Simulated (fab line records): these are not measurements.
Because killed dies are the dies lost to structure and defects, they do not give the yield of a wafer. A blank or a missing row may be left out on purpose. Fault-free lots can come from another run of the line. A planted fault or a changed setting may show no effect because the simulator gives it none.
Which tool was responsible? :: flow gf180mcu :: 14 lots, 42 wafers sampled, at 4 steps of a route of 602

WHAT EACH GAUGE READ, for each wafer
GF_CONTACT_RS_MEAS_25: measurement is done with a four-point probe. Usual: CONTACT_W_RS 0.373 ohm/sq, standard deviation 0.0053.
lot: L210
measured: day 16 05:55
on: film-metro-01
CONTACT_W_RS (ohm/sq): 0.377 0.376 0.377
flag: 

lot: L213
measured: day 17 05:13
on: film-metro-02
CONTACT_W_RS (ohm/sq): 0.379 0.378 0.377
flag: 

lot: L215
measured: day 18 00:46
on: film-metro-02
CONTACT_W_RS (ohm/sq): 0.374 0.372 0.372
flag: 

lot: L217
measured: day 18 23:52
on: film-metro-04
CONTACT_W_RS (ohm/sq): 0.368 0.362 0.372
flag: 

lot: L218
measured: day 19 06:49
on: film-metro-02
CONTACT_W_RS (ohm/sq): 0.374 0.367 0.374
flag: 

lot: L227
measured: day 22 15:59
on: film-metro-01
CONTACT_W_RS (ohm/sq): 0.368 0.367 0.368
flag: 

lot: L228
measured: day 22 16:53
on: film-metro-04
CONTACT_W_RS (ohm/sq): 0.375 0.377 0.381
flag: 

lot: L229
measured: day 22 23:19
on: film-metro-01
CONTACT_W_RS (ohm/sq): 0.379 0.382 0.378
flag: 

lot: L230
measured: day 23 04:08
on: film-metro-02
CONTACT_W_RS (ohm/sq): 0.368 0.371 0.370
flag: 

lot: L231
measured: day 23 19:59
on: film-metro-02
CONTACT_W_RS (ohm/sq): 0.382 0.380 0.376
flag: 

lot: L232
measured: day 24 00:40
on: film-metro-01
CONTACT_W_RS (ohm/sq): 0.379 0.377 0.377
flag: 

lot: L233
measured: day 24 07:58
on: film-metro-01
CONTACT_W_RS (ohm/sq): 0.363 0.364 0.362
flag: 

GF_M2_THK_MEAS_06: measures by xrf. Usual: M2_ALCU_THK 445 nm, standard deviation 6.7.
lot: L210
measured: day 18 07:23
on: film-metro-03
M2_ALCU_THK (nm): 448 444 442
flag: 

lot: L213
measured: day 19 09:03
on: film-metro-02
M2_ALCU_THK (nm): 443 439 443
flag: 

lot: L215
measured: day 20 06:00
on: film-metro-03
M2_ALCU_THK (nm): 444 442 451
flag: 

lot: L217
measured: day 21 04:56
on: film-metro-02
M2_ALCU_THK (nm): 450 448 445
flag: 

lot: L218
measured: day 21 11:22
on: film-metro-02
M2_ALCU_THK (nm): 443 432 439
flag: 

lot: L227
measured: day 24 16:49
on: film-metro-03
M2_ALCU_THK (nm): 439 439 439
flag: 

lot: L228
measured: day 24 18:40
on: film-metro-03
M2_ALCU_THK (nm): 459 450 447
flag: 

lot: L229
measured: day 24 23:06
on: film-metro-01
M2_ALCU_THK (nm): 451 441 445
flag: 

lot: L230
measured: day 25 05:10
on: film-metro-02
M2_ALCU_THK (nm): 448 435 447
flag: 

lot: L231
measured: day 25 19:22
on: film-metro-03
M2_ALCU_THK (nm): 444 436 443
flag: 

lot: L232
measured: day 25 23:47
on: film-metro-01
M2_ALCU_THK (nm): 439 446 440
flag: 

lot: L233
measured: day 26 05:11
on: film-metro-03
M2_ALCU_THK (nm): 449 452 454
flag: 

TOOL THAT RAN EACH LOT (tool first, then ch and the chambers of the sampled wafers, then the start)
lot: L210
GF_HV_LDD_EXPOSE_04: iline-stepper-01 ch 0, day 9 18:03
GF_CONTACT_SPUTTER_22: pvd-sputter-01, day 16 05:43

lot: L213
GF_HV_LDD_EXPOSE_04: iline-stepper-01 ch 0, day 10 12:31
GF_CONTACT_SPUTTER_22: pvd-sputter-02, day 17 04:56

lot: L215
GF_HV_LDD_EXPOSE_04: iline-stepper-01 ch 0, day 11 03:16
GF_CONTACT_SPUTTER_22: pvd-sputter-01, day 18 00:32

lot: L217
GF_HV_LDD_EXPOSE_04: iline-stepper-02 ch 0, day 11 21:09
GF_CONTACT_SPUTTER_22: pvd-sputter-02, day 18 23:37

lot: L218
GF_HV_LDD_EXPOSE_04: iline-stepper-01 ch 0, day 12 03:56
GF_CONTACT_SPUTTER_22: pvd-sputter-03, day 19 06:37

lot: L219
GF_HV_LDD_EXPOSE_04: iline-stepper-01, day 12 09:13
GF_CONTACT_SPUTTER_22: -

lot: L220
GF_HV_LDD_EXPOSE_04: iline-stepper-02, day 12 15:59
GF_CONTACT_SPUTTER_22: -

lot: L227
GF_HV_LDD_EXPOSE_04: iline-stepper-01 ch 0, day 15 00:44
GF_CONTACT_SPUTTER_22: pvd-sputter-02, day 22 15:46

lot: L228
GF_HV_LDD_EXPOSE_04: iline-stepper-01 ch 0, day 15 00:53
GF_CONTACT_SPUTTER_22: pvd-sputter-02, day 22 16:40

lot: L229
GF_HV_LDD_EXPOSE_04: iline-stepper-01 ch 0, day 15 09:12
GF_CONTACT_SPUTTER_22: pvd-sputter-02, day 22 23:07

lot: L230
GF_HV_LDD_EXPOSE_04: iline-stepper-01 ch 0, day 15 13:04
GF_CONTACT_SPUTTER_22: pvd-sputter-02, day 23 03:49

lot: L231
GF_HV_LDD_EXPOSE_04: iline-stepper-01 ch 0, day 16 04:22
GF_CONTACT_SPUTTER_22: pvd-sputter-02, day 23 19:44

lot: L232
GF_HV_LDD_EXPOSE_04: iline-stepper-01 ch 0, day 16 08:27
GF_CONTACT_SPUTTER_22: pvd-sputter-01, day 24 00:25

lot: L233
GF_HV_LDD_EXPOSE_04: iline-stepper-01 ch 0, day 16 15:39
GF_CONTACT_SPUTTER_22: pvd-sputter-03, day 24 07:46
- GF_HV_LDD_EXPOSE_04: exposes mask Nplus LV AREA, target cd 400 nm.
- GF_CONTACT_SPUTTER_22: material Ti, target thk 15 nm, time 80.02 s.

AS READ BY THE TOOLS THEMSELVES (means over the sampled wafers that have a number; for cases with no such wafer, the mark the record gives instead)
GF_HV_LDD_EXPOSE_04. Usual: exposure-dose-mJ-cm2 139.94, standard deviation 0.12; focus-offset-nm -0.1 nm, standard deviation 0.43.
lot: L210
tool: iline-stepper-01
exposure-dose-mJ-cm2: 140.07
focus-offset-nm (nm): 0.6
flag: 

lot: L213
tool: iline-stepper-01
exposure-dose-mJ-cm2: 139.89
focus-offset-nm (nm): -0.1
flag: 

lot: L215
tool: iline-stepper-01
exposure-dose-mJ-cm2: 139.80
focus-offset-nm (nm): -0.5
flag: 

lot: L217
tool: iline-stepper-02
exposure-dose-mJ-cm2: 139.94
focus-offset-nm (nm): -0.3
flag: 

lot: L218
tool: iline-stepper-01
exposure-dose-mJ-cm2: 139.85
focus-offset-nm (nm): 0.1
flag: 

lot: L219
tool: iline-stepper-01
exposure-dose-mJ-cm2: -
focus-offset-nm (nm): -
flag: OFF

lot: L220
tool: iline-stepper-02
exposure-dose-mJ-cm2: -
focus-offset-nm (nm): -
flag: OFF

lot: L227
tool: iline-stepper-01
exposure-dose-mJ-cm2: 139.99
focus-offset-nm (nm): -0.2
flag: 

lot: L228
tool: iline-stepper-01
exposure-dose-mJ-cm2: 139.88
focus-offset-nm (nm): -0.3
flag: 

lot: L229
tool: iline-stepper-01
exposure-dose-mJ-cm2: 139.91
focus-offset-nm (nm): 0.1
flag: 

lot: L230
tool: iline-stepper-01
exposure-dose-mJ-cm2: 139.86
focus-offset-nm (nm): 0.0
flag: 

lot: L231
tool: iline-stepper-01
exposure-dose-mJ-cm2: 140.04
focus-offset-nm (nm): 0.2
flag: 

lot: L232
tool: iline-stepper-01
exposure-dose-mJ-cm2: 139.91
focus-offset-nm (nm): -0.2
flag: 

lot: L233
tool: iline-stepper-01
exposure-dose-mJ-cm2: 139.89
focus-offset-nm (nm): -0.8
flag: 

GF_CONTACT_SPUTTER_22. Usual: throttle-valve-pct at 29.6 %, with a standard deviation of 0.49.
lot: L210
tool: pvd-sputter-01
throttle-valve-pct (%): 29.8
flag: 

lot: L213
tool: pvd-sputter-02
throttle-valve-pct (%): 29.6
flag: 

lot: L215
tool: pvd-sputter-01
throttle-valve-pct (%): 28.9
flag: 

lot: L217
tool: pvd-sputter-02
throttle-valve-pct (%): 29.5
flag: 

lot: L218
tool: pvd-sputter-03
throttle-valve-pct (%): 30.1
flag: 

lot: L227
tool: pvd-sputter-02
throttle-valve-pct (%): 29.5
flag: 

lot: L228
tool: pvd-sputter-02
throttle-valve-pct (%): 29.5
flag: 

lot: L229
tool: pvd-sputter-02
throttle-valve-pct (%): 29.2
flag: 

lot: L230
tool: pvd-sputter-02
throttle-valve-pct (%): 29.7
flag: 

lot: L231
tool: pvd-sputter-02
throttle-valve-pct (%): 29.8
flag: 

lot: L232
tool: pvd-sputter-01
throttle-valve-pct (%): 29.5
flag: 

lot: L233
tool: pvd-sputter-03
throttle-valve-pct (%): 29.8
flag: 

THE ANSWER, worked out from the rows above alone
Rule: a lot is off if the mean of its wafers that have a number lies more than 3 standard deviations from the usual mean. Also off: a lot with no number at a reading for which 4 or more lots have one. The other lots that the step has rows for count as sound. Order of review: gauges by route order, followed by the tools' own readings, for which a lot's mean as printed above is used. The first step at which some lot is off is used, and at that step the reading that is off furthest; a lot without a number counts as furthest.
Off: L219, L220 (GF_HV_LDD_EXPOSE_04, exposure-dose-mJ-cm2). Without a number there: L219, L220.
If a tool, at that step or one of the process steps before it, ran each lot that is off and ran no sound lot following the first of them, it fits. Of those tried, none fits.

WHAT THE SIMULATOR HAD INSERTED
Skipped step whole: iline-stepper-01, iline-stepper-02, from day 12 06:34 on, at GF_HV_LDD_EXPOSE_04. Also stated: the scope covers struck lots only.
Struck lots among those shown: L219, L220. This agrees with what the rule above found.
